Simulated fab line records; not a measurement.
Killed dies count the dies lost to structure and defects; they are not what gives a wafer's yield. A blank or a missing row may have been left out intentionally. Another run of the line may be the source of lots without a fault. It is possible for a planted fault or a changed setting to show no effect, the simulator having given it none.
fab line records | flow gf180mcu
[record] lots = 14 | wafers = 42 | last_day = 34
route steps=602 shown STI@1 VT_IMPLANT@119 DUAL_GATE@143 PSD@256
lots that met no fault: taken from a fault-free run of the same line
start_h: hours from the record's first day to the start of the lot's first wafer shown | wait_h: time in hours since the lot's previous step | " same as the row above | L1.1+2: several wafers, shown together as one row | - either no value or no given start | * or withheld: withheld | < > ~ a bound
route shown NAME@n: a module of which the file shows steps, and the number in the route of the first | usual: mean and standard deviation over wafers with no fault | same: alike in all rows | chamber/n: place in a boat | sites: readings site by site | _std_site: the standard deviation of these | _edge_site: the outer-site mean with the inner-site mean subtracted | radius_mm: for every site, how far away it sits from the centre of the wafer | mask NAME#n: copy n | behind: the tool/chamber that last shaped the wafer | hold: why the lot was held/for how many hours/how that ended | device: the n, p or np transistor that did not switch | end of line: tests run on the same wafers once the route is complete | a step with no rows: only its recipe | killed: dies lost to structure and defects at the first sort, not the wafer's yield | map: the dies of a wafer, with x for killed, . for not killed, _ for no die there
set.NAME: the run value of the setting; set.NAME@STEP: its run value at that earlier step | model.NAME: the simulator's own value behind a step, which no gauge read
one table for each step of the route and one row for each wafer, over a sample of lots
services: a tool's chamber out of use, with start hour (start_h, from the record's first day; less than 0 if before it), hours out, and reason
[[steps]]
[step GF_STI_BOW_MEAS_00]
[recipe] mode = bow
[usual] INCOMING_BOW = -1/6.4
lot.wafer | tool          | chamber | start_h | wait_h | INCOMING_BOW[um]
L915.2    | film_metro-02 | -       | 20.02   | -      | -3
L915.3    | "             | -       | "       | "      | -9
L915.6    | "             | -       | "       | "      | -1
L916.1    | film_metro-01 | -       | 25.00   | -      | 10
L916.2    | "             | -       | "       | "      | -3
L916.6    | "             | -       | "       | "      | 1
L917.1    | film_metro-03 | -       | 30.00   | -      | -7
L917.3    | "             | -       | "       | "      | -1
L917.5    | "             | -       | "       | "      | 1
L918.3    | film_metro-03 | -       | 35.04   | -      | -1
L918.4    | "             | -       | "       | "      | 3
L918.5    | "             | -       | "       | "      | 0
L919.1    | film_metro-01 | -       | 40.00   | -      | 8
L919.2    | "             | -       | "       | "      | -3
L919.4    | "             | -       | "       | "      | 9
L928.3    | film_metro-01 | -       | 85.04   | -      | -4
L928.4    | "             | -       | "       | "      | -13
L928.6    | "             | -       | "       | "      | 2
L929.1    | film_metro-02 | -       | 90.00   | -      | 6
L929.3    | "             | -       | "       | "      | -14
L929.6    | "             | -       | "       | "      | 3
L930.2    | film_metro-02 | -       | 95.02   | -      | -1
L930.4    | "             | -       | "       | "      | 5
L930.5    | "             | -       | "       | "      | 3
L931.1    | film_metro-02 | -       | 100.00  | -      | -12
L931.3    | "             | -       | "       | "      | 2
L931.6    | "             | -       | "       | "      | 11
L932.1    | film_metro-01 | -       | 105.00  | -      | -6
L932.4    | "             | -       | "       | "      | -5
L932.6    | "             | -       | "       | "      | 5
L933.1    | film_metro-02 | -       | 110.00  | -      | 2
L933.4    | "             | -       | "       | "      | -3
L933.5    | "             | -       | "       | "      | -2
L934.1    | film_metro-02 | -       | 115.00  | -      | -4
L934.3    | "             | -       | "       | "      | -3
L934.4    | "             | -       | "       | "      | -5
L935.1    | film_metro-03 | -       | 120.00  | -      | -1
L935.2    | "             | -       | "       | "      | -6
L935.5    | "             | -       | "       | "      | -2
L936.1    | film_metro-03 | -       | 125.00  | -      | 0
L936.4    | "             | -       | "       | "      | -5
L936.5    | "             | -       | "       | "      | -1
[step GF_VT_IMPLANT_OVL_MEAS_29]
[usual] VT_IMPLANT_02_OVL = -0.7/1.4
lot.wafer | tool       | chamber | start_h | wait_h | VT_IMPLANT_02_OVL[nm]
L915.2    | overlay-02 | -       | 151.45  | 0.1    | -1.6
L915.3    | "          | -       | "       | "      | -0.9
L915.6    | "          | -       | "       | "      | -0.4
L916.1    | overlay-01 | -       | 160.51  | 0.1    | 2.0
L916.2    | "          | -       | "       | "      | -1.7
L916.6    | "          | -       | "       | "      | 1.0
L917.1    | overlay-01 | -       | 164.52  | 0.1    | -1.1
L917.3    | "          | -       | "       | "      | -2.6
L917.5    | "          | -       | "       | "      | -2.6
L918.3    | overlay-01 | -       | 174.08  | 0.1    | 1.9
L918.4    | "          | -       | "       | "      | 1.0
L918.5    | "          | -       | "       | "      | -0.1
L919.1    | overlay-02 | -       | 179.04  | 0.1    | -2.0
L919.2    | "          | -       | "       | "      | -0.8
L919.4    | "          | -       | "       | "      | -1.2
L928.3    | overlay-02 | -       | 241.85  | 0.1    | -3.1
L928.4    | "          | -       | "       | "      | -1.8
L928.6    | "          | -       | "       | "      | -4.6
L929.1    | overlay-02 | -       | 247.19  | 0.1    | -0.8
L929.3    | "          | -       | "       | "      | -3.5
L929.6    | "          | -       | "       | "      | -0.7
L930.2    | overlay-02 | -       | 253.70  | 0.1    | -2.5
L930.4    | "          | -       | "       | "      | -1.7
L930.5    | "          | -       | "       | "      | -3.1
L931.1    | overlay-02 | -       | 257.47  | 0.1    | -0.3
L931.3    | "          | -       | "       | "      | 0.6
L931.6    | "          | -       | "       | "      | -0.7
L932.1    | overlay-02 | -       | 266.64  | 0.2    | -0.6
L932.4    | "          | -       | "       | "      | -0.7
L932.6    | "          | -       | "       | "      | -0.5
L933.1    | overlay-02 | -       | 274.29  | 0.1    | -0.9
L933.4    | "          | -       | "       | "      | 0.3
L933.5    | "          | -       | "       | "      | -2.0
L934.1    | overlay-01 | -       | 282.32  | 0.1    | -0.1
L934.3    | "          | -       | "       | "      | -0.8
L934.4    | "          | -       | "       | "      | 0.8
L935.1    | overlay-02 | -       | 296.29  | 0.1    | 0.7
L935.2    | "          | -       | "       | "      | 0.3
L935.5    | "          | -       | "       | "      | 2.1
L936.1    | overlay-02 | -       | 296.62  | 0.1    | -0.7
L936.4    | "          | -       | "       | "      | -1.3
L936.5    | "          | -       | "       | "      | -0.9
[step GF_DUAL_GATE_OXIDATION_02]
[recipe] temp_c = 900 | ambient = O2 | stabilise_s = 600 | purge_s = 300 | target_thk_a = 108.87 | ox_time_s = 1602
[usual] ox_temp_c = 900.0/0.45 | spike_tc_top_C = 915.2/2.5
lot.wafer | tool       | chamber | start_h | wait_h | ox_temp_c | spike_tc_top_C
L915.2    | furnace-01 | 0       | 167.54  | 0.2    | 899.7     | 912.4
L915.3    | "          | 0       | "       | "      | 899.4     | 911.6
L915.6    | "          | 0       | "       | "      | 900.0     | 912.9
L916.1    | furnace-02 | 0       | 178.07  | 0.0    | 900.6     | 917.6
L916.2    | "          | 0       | "       | "      | 900.1     | 918.5
L916.6    | "          | 0       | "       | "      | 899.9     | 918.3
L917.1    | furnace-02 | 0       | 181.45  | 0.0    | 900.1     | 916.7
L917.3    | "          | 0       | "       | "      | 899.6     | 917.3
L917.5    | "          | 0       | "       | "      | 900.9     | 914.8
L918.3    | furnace-02 | 0       | 192.44  | 0.0    | 899.9     | 916.0
L918.4    | "          | 0       | "       | "      | 899.6     | 916.9
L918.5    | "          | 0       | "       | "      | 899.5     | 917.6
L919.1    | furnace-02 | 0       | 197.76  | 0.9    | 900.3     | 917.1
L919.2    | "          | 0       | "       | "      | 899.7     | 917.4
L919.4    | "          | 0       | "       | "      | 900.7     | 917.0
L928.3    | furnace-02 | 0       | 262.36  | 0.9    | 900.1     | 917.5
L928.4    | "          | 0       | "       | "      | 899.8     | 915.9
L928.6    | "          | 0       | "       | "      | 900.1     | 918.7
L929.1    | furnace-01 | 0       | 267.14  | 0.0    | 899.8     | 911.2
L929.3    | "          | 0       | "       | "      | 900.3     | 913.3
L929.6    | "          | 0       | "       | "      | 900.8     | 913.9
L930.2    | furnace-01 | 0       | 273.53  | 0.0    | 899.4     | 913.8
L930.4    | "          | 0       | "       | "      | 899.1     | 911.3
L930.5    | "          | 0       | "       | "      | 899.4     | 912.7
L931.1    | furnace-01 | 0       | 279.86  | 1.6    | 900.2     | 913.5
L931.3    | "          | 0       | "       | "      | 899.6     | 913.3
L931.6    | "          | 0       | "       | "      | 899.8     | 912.2
L932.1    | furnace-01 | 0       | 287.54  | 0.0    | 899.9     | 913.0
L932.4    | "          | 0       | "       | "      | 900.3     | 913.5
L932.6    | "          | 0       | "       | "      | 899.7     | 917.0
L933.1    | furnace-01 | 0       | 294.95  | 0.0    | 900.1     | 911.9
L933.4    | "          | 0       | "       | "      | 899.7     | 913.7
L933.5    | "          | 0       | "       | "      | 900.1     | 911.4
L934.1    | furnace-01 | 0       | 302.76  | 0.0    | 900.5     | 913.8
L934.3    | "          | 0       | "       | "      | 900.4     | 910.7
L934.4    | "          | 0       | "       | "      | 900.7     | 913.5
L935.1    | furnace-01 | 0       | 318.54  | 0.0    | 900.3     | 913.4
L935.2    | "          | 0       | "       | "      | 900.4     | 913.7
L935.5    | "          | 0       | "       | "      | 899.7     | 914.6
L936.1    | furnace-02 | 0       | 319.49  | 0.6    | 900.0     | 916.6
L936.4    | "          | 0       | "       | "      | 899.5     | 919.3
L936.5    | "          | 0       | "       | "      | 899.7     | 915.6
[step GF_DUAL_GATE_THK_MEAS_03]
[recipe] reads = SiO2_of_DUAL_GATE_OXIDATION_02
[usual] DUAL_GATE_OXIDATION_00_THK = 11.01/0.2
lot.wafer | tool          | chamber | start_h | wait_h | hold                     | DUAL_GATE_OXIDATION_00_THK[nm]
L915.2    | film_metro-01 | -       | 169.00  | 0.0    | -                        | 11.24
L915.3    | "             | -       | "       | "      | -                        | 11.21
L915.6    | "             | -       | "       | "      | -                        | 11.07
L916.1    | film_metro-01 | -       | 179.51  | 0.0    | -                        | 10.83
L916.2    | "             | -       | "       | "      | -                        | 11.04
L916.6    | "             | -       | "       | "      | -                        | 10.73
L917.1    | film_metro-03 | -       | 182.90  | 0.0    | -                        | 10.86
L917.3    | "             | -       | "       | "      | -                        | 10.94
L917.5    | "             | -       | "       | "      | -                        | 10.86
L918.3    | film_metro-03 | -       | 193.91  | 0.0    | await_dispo/0.2h/release | 13.66
L918.4    | "             | -       | "       | "      | await_dispo/0.2h/release | 13.82
L918.5    | "             | -       | "       | "      | await_dispo/0.2h/release | 13.83
L918.3    | film_metro-03 | -       | 194.13  | 0.2    | -                        | 13.70
L918.4    | "             | -       | "       | "      | -                        | 13.79
L918.5    | "             | -       | "       | "      | -                        | 13.78
L919.1    | film_metro-01 | -       | 199.21  | 0.0    | await_dispo/0.2h/release | 14.28
L919.2    | "             | -       | "       | "      | await_dispo/0.2h/release | 14.35
L919.4    | "             | -       | "       | "      | await_dispo/0.2h/release | 14.16
L919.1    | film_metro-01 | -       | 199.44  | 0.2    | -                        | 14.30
L919.2    | "             | -       | "       | "      | -                        | 14.31
L919.4    | "             | -       | "       | "      | -                        | 14.10
L928.3    | film_metro-03 | -       | 263.83  | 0.0    | -                        | 11.02
L928.4    | "             | -       | "       | "      | -                        | 10.65
L928.6    | "             | -       | "       | "      | -                        | 10.88
L929.1    | film_metro-01 | -       | 268.58  | 0.0    | -                        | 11.27
L929.3    | "             | -       | "       | "      | -                        | 11.26
L929.6    | "             | -       | "       | "      | -                        | 11.10
L930.2    | film_metro-01 | -       | 274.99  | 0.0    | -                        | 11.32
L930.4    | "             | -       | "       | "      | -                        | 11.27
L930.5    | "             | -       | "       | "      | -                        | 11.14
L931.1    | film_metro-03 | -       | 281.30  | 0.0    | -                        | 10.97
L931.3    | "             | -       | "       | "      | -                        | 10.99
L931.6    | "             | -       | "       | "      | -                        | 10.88
L932.1    | film_metro-03 | -       | 288.99  | 0.0    | -                        | 11.13
L932.4    | "             | -       | "       | "      | -                        | 11.31
L932.6    | "             | -       | "       | "      | -                        | 11.27
L933.1    | film_metro-02 | -       | 296.39  | 0.0    | -                        | 11.09
L933.4    | "             | -       | "       | "      | -                        | 10.96
L933.5    | "             | -       | "       | "      | -                        | 11.09
L934.1    | film_metro-02 | -       | 304.21  | 0.0    | -                        | 11.01
L934.3    | "             | -       | "       | "      | -                        | 11.06
L934.4    | "             | -       | "       | "      | -                        | 11.28
L935.1    | film_metro-03 | -       | 319.99  | 0.0    | -                        | 11.00
L935.2    | "             | -       | "       | "      | -                        | 11.11
L935.5    | "             | -       | "       | "      | -                        | 11.11
L936.1    | film_metro-03 | -       | 320.93  | 0.0    | -                        | 10.85
L936.4    | "             | -       | "       | "      | -                        | 10.93
L936.5    | "             | -       | "       | "      | -                        | 10.97
[step GF_PSD_OVL_MEAS_08]
[usual] PSD_OVL = 0.6/1.5
lot.wafer | tool       | chamber | start_h | wait_h | PSD_OVL[nm]
L915.2    | overlay-01 | -       | 327.51  | 0.1    | -0.5
L915.3    | "          | -       | "       | "      | -0.9
L915.6    | "          | -       | "       | "      | 0.4
L916.1    | overlay-02 | -       | 341.61  | 0.1    | -2.4
L916.2    | "          | -       | "       | "      | -0.3
L916.6    | "          | -       | "       | "      | -0.4
L917.1    | overlay-01 | -       | 344.72  | 0.1    | 0.9
L917.3    | "          | -       | "       | "      | -1.5
L917.5    | "          | -       | "       | "      | 1.8
L918.3    | overlay-02 | -       | 358.72  | 0.1    | 0.4
L918.4    | "          | -       | "       | "      | 0.7
L918.5    | "          | -       | "       | "      | 1.1
L919.1    | overlay-02 | -       | 368.31  | 0.1    | 3.6
L919.2    | "          | -       | "       | "      | 1.6
L919.4    | "          | -       | "       | "      | 1.3
L928.3    | overlay-02 | -       | 449.14  | 0.1    | 5.9
L928.4    | "          | -       | "       | "      | 1.9
L928.6    | "          | -       | "       | "      | 2.5
L929.1    | overlay-02 | -       | 453.72  | 0.1    | 1.0
L929.3    | "          | -       | "       | "      | -0.3
L929.6    | "          | -       | "       | "      | -0.5
L930.2    | overlay-02 | -       | 460.11  | 0.1    | 1.8
L930.4    | "          | -       | "       | "      | 0.1
L930.5    | "          | -       | "       | "      | -1.0
L931.1    | overlay-02 | -       | 469.47  | 0.1    | -0.4
L931.3    | "          | -       | "       | "      | 0.9
L931.6    | "          | -       | "       | "      | -1.5
L932.1    | overlay-02 | -       | 479.62  | 0.1    | 1.2
L932.4    | "          | -       | "       | "      | 2.6
L932.6    | "          | -       | "       | "      | 3.0
L933.1    | overlay-01 | -       | 485.06  | 0.1    | 0.7
L933.4    | "          | -       | "       | "      | 0.6
L933.5    | "          | -       | "       | "      | 2.3
L934.1    | overlay-02 | -       | 497.13  | 0.1    | -2.2
L934.3    | "          | -       | "       | "      | -3.1
L934.4    | "          | -       | "       | "      | -0.2
L935.1    | overlay-01 | -       | 516.41  | 0.1    | 0.2
L935.2    | "          | -       | "       | "      | 1.2
L935.5    | "          | -       | "       | "      | 0.2
L936.1    | overlay-01 | -       | 517.91  | 0.1    | 4.1
L936.4    | "          | -       | "       | "      | 1.5
L936.5    | "          | -       | "       | "      | 5.0
[[services]]
tool       | chamber | start_h | hours | kind
furnace-02 | -       | 159.63  | 2.7   | pm
furnace-02 | -       | 251.51  | 3.1   | pm
furnace-02 | -       | 305.35  | 3.0   | pm
[[key]]
[first_sign] step = GF_DUAL_GATE_THK_MEAS_03 | reading = visit | direction = added
[effect] step = GF_DUAL_GATE_THK_MEAS_03 | reading = DUAL_GATE_OXIDATION_00_THK | direction = up | sigmas = 15 | usual = 11.01 | struck = 14.02
met_at GF_DUAL_GATE_OXIDATION_02
struck_lots L918,L919
tester_left_out L918,L919
not_acting_at GF_STI_BOW_MEAS_00,GF_VT_IMPLANT_OVL_MEAS_29,GF_PSD_OVL_MEAS_08
onset_between 181.45 192.44
[fault] kind = process_parameter_drift | tool = furnace-02 | chamber = - | onset_h = 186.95 | steps = GF_DUAL_GATE_OXIDATION_02 | channel = ox_time_s | offset = * | shape = step | end_h = 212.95 | acts_in = * | stated = *
// tester_left_out: of these lots the tester's yield and bins aren't shown, on N5 and GAA mostly nor the transistor test; their killed dies are dies lost to structure and defects alone, not to doping, threshold or leakage, so they don't give the yield
